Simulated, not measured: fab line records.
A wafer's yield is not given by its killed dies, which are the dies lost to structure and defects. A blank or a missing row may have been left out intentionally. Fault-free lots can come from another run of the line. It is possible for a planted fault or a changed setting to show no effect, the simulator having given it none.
Matching of chambers | flow sky130 | SKY_CAPM_CVD_00 on pecvd-01 has 3 sister chambers
The step deposits SiO2, target thk 15.5 nm. 3 wafers are shown with their chamber, then 11 later ones without.

## WAFERS PAIRED WITH THEIR CHAMBERS
wafer  | chamber | heater-power-w (W)
L081.1 | 1       | 675
L086.3 | 2       | 620
L094.1 | 0       | 886

## WAFERS WITH NO CHAMBER GIVEN
wafer  | heater-power-w (W)
L094.2 | 642
L094.5 | 638
L095.1 | 581
L095.2 | 914
L095.5 | 586
L095.3 | 574
L095.4 | 741
L095.6 | 733
L096.3 | 778
L096.4 | 662
L096.5 | 650

## WHICH CHAMBER EACH WENT THROUGH
wafer  | from the rows above          | in truth
L094.2 | can't be placed: 2 or 1      | 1
L094.5 | can't be placed: 2 or 1      | 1
L095.1 | can't be placed: 2 or 1      | 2
L095.2 | 0                            | 0
L095.5 | can't be placed: 2 or 1      | 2
L095.3 | can't be placed: 2 or 1      | 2
L095.4 | can't be placed: 1 or 2 or 0 | 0
L095.6 | can't be placed: 1 or 2 or 0 | 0
L096.3 | can't be placed: 1 or 0 or 2 | 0
L096.4 | can't be placed: 1 or 2      | 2
L096.5 | can't be placed: 1 or 2      | 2
Correctly placed: 1 of 11. Not placeable from these rows: 10 (in 10, the candidates include the true chamber). 0 placed wrongly.
How it was worked out, from the rows above alone: a wafer's distance from a chamber is the root of the sum, over the readings, of the square of ((its reading less the chamber's mean) divided by the reading's scatter). The wafer belongs to the nearest chamber; if the next one is less than 2 further off, it can't be placed. Each chamber's mean is taken over the wafers shown for it. The scatter (one wafer shown for each chamber): square how far every hidden wafer sits from the nearest shown wafer, average those squares and take the square root.
